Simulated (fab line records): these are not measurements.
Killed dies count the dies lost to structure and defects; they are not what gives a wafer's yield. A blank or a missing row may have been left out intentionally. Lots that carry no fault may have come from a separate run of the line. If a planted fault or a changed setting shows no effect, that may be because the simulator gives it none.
Which tool did it?    flow gf180mcu    Sampling: 14 lots, 42 wafers, 3 of 602 route steps

== WHAT THE GAUGES SHOWED, per wafer ==
GF_HV_LDD_CD_MEAS_46 targets a cd of 400 nm.
lot   measured      on         cd nm (nm)
L861  day 12 15:35  cd sem-02  401.9 401.4 399.4
L862  day 12 19:41  cd sem-02  400.0 399.3 399.0
L863  day 13 09:20  cd sem-02  400.4 402.1 400.0
L864  day 14 01:18  cd sem-01  397.9 399.4 398.4
L865  day 14 07:53  cd sem-01  398.0 399.4 401.3
L866  day 14 20:25  cd sem-01  399.7 398.8 399.1
L868  day 15 01:35  cd sem-01  401.2 400.8 399.8
L867  day 15 05:21  cd sem-01  401.2 400.8 398.1
L869  day 15 11:51  cd sem-02  403.7 402.4 400.7
L875  day 17 09:22  cd sem-01  399.6 399.1 398.9
L878  day 18 08:40  cd sem-01  400.8 400.0 399.6
L880  day 19 07:27  cd sem-01  397.9 398.0 396.2
L883  day 20 12:37  cd sem-01  401.4 402.9 401.0
L884  day 20 10:59  cd sem-01  402.9 404.7 402.4

GF_PSD_TW_MEAS_11.
lot   measured      on             PSD_TW
L861  day 14 11:46  film metro-03  3209 3207 3209
L862  day 14 16:47  film metro-02  3202 3195 3188
L863  day 15 07:32  film metro-03  3184 3181 3206
L864  day 15 22:38  film metro-03  3213 3198 3217
L865  day 16 07:38  film metro-03  3211 3224 3225
L866  day 16 20:56  film metro-03  3211 3219 3211
L868  day 17 01:54  film metro-01  3158 3179 3174
L867  day 17 05:59  film metro-02  3187 3195 3188
L869  day 17 12:41  film metro-02  3180 3177 3182
L875  day 19 14:10  film metro-02  3178 3187 3172
L878  day 20 15:10  film metro-01  3162 3176 3163
L880  day 21 15:14  film metro-01  3174 3165 3173
L883  day 22 17:14  film metro-01  3170 3164 3165
L884  day 22 15:33  film metro-03  3200 3195 3186

== TOOL THAT RAN EACH LOT (tool first, then ch and the chambers of the sampled wafers, then the start) ==
lot   GF_DUAL_GATE_DEVELOP_10
L861  litho track-01 ch 0, day 8 10:41
L862  litho track-04 ch 0, day 8 16:35
L863  litho track-04 ch 0, day 9 04:57
L864  litho track-01 ch 0, day 9 17:24
L865  litho track-01 ch 0, day 9 23:41
L866  litho track-01 ch 0, day 10 11:03
L868  litho track-04 ch 0, day 10 15:11
L867  litho track-01 ch 0, day 10 16:47
L869  litho track-04 ch 0, day 10 23:50
L875  litho track-04 ch 0, day 12 14:35
L878  litho track-04 ch 0, day 13 11:08
L880  litho track-03 ch 0, day 14 02:01
L883  litho track-03 ch 0, day 15 03:49
L884  litho track-03 ch 0, day 15 04:10
- GF_DUAL_GATE_DEVELOP_10: develop time 60 s.

== AS READ BY THE TOOLS THEMSELVES (means over the sampled wafers that have a number; for cases with no such wafer, the mark the record gives instead) ==
GF_DUAL_GATE_DEVELOP_10.
lot   tool            developer temp C (C)
L861  litho track-01  22.96
L862  litho track-04  22.95
L863  litho track-04  23.03
L864  litho track-01  23.04
L865  litho track-01  23.06
L866  litho track-01  23.04
L868  litho track-04  22.88
L867  litho track-01  23.01
L869  litho track-04  22.96
L875  litho track-04  25.35
L878  litho track-04  25.30
L880  litho track-03  22.91
L883  litho track-03  22.93
L884  litho track-03  23.13

== THE ANSWER, worked out from the rows above alone ==
Rule: the usual values come from the lots themselves. The widest of any qualifying gaps counts: lots, ordered by their means at a reading, are off when they make up no more than a third of the lots, leave a main group of 4 or more, and stand apart from it by 3 or more times the standard deviation of that group's means. A main group whose means are all the same, to the digits that the tables above print for the reading, isn't used. Also off: a lot with no number at a reading for which 4 or more lots have one. Where the step has rows for the other lots, those lots are counted as sound. After the gauges, taken in route order, come the tools' own readings; for these a lot's mean is taken, as printed above. At the first step where some lot is off, the reading lying furthest off is the one used; lots without a number count as furthest.
Off: L875, L878 (GF_DUAL_GATE_DEVELOP_10, developer temp C). The main group has a mean of 22.99 C with a standard deviation of 0.069.
If a tool, at that step or one of the process steps before it, ran each lot that is off and ran no sound lot following the first of them, it fits. One fits: GF_DUAL_GATE_DEVELOP_10 on litho track-04. A fault onset in the window from L869 (day 10 23:50, its last sound lot) to L875 (day 12 14:35, its first lot off) fits.
The tool's own readings at GF_DUAL_GATE_DEVELOP_10 bear it out: on the lots that are off they differ by more than 5 times the standard deviation of the sound lots' means. developer temp C reads 25.33 C there against 22.99 C on the sound lots.

== WHAT THE SIMULATOR HAD PUT IN ==
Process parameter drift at GF_DUAL_GATE_DEVELOP_10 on litho track-04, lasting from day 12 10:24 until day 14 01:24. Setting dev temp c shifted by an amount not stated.
Struck lots among those shown: L875, L878. The rule above found the same.
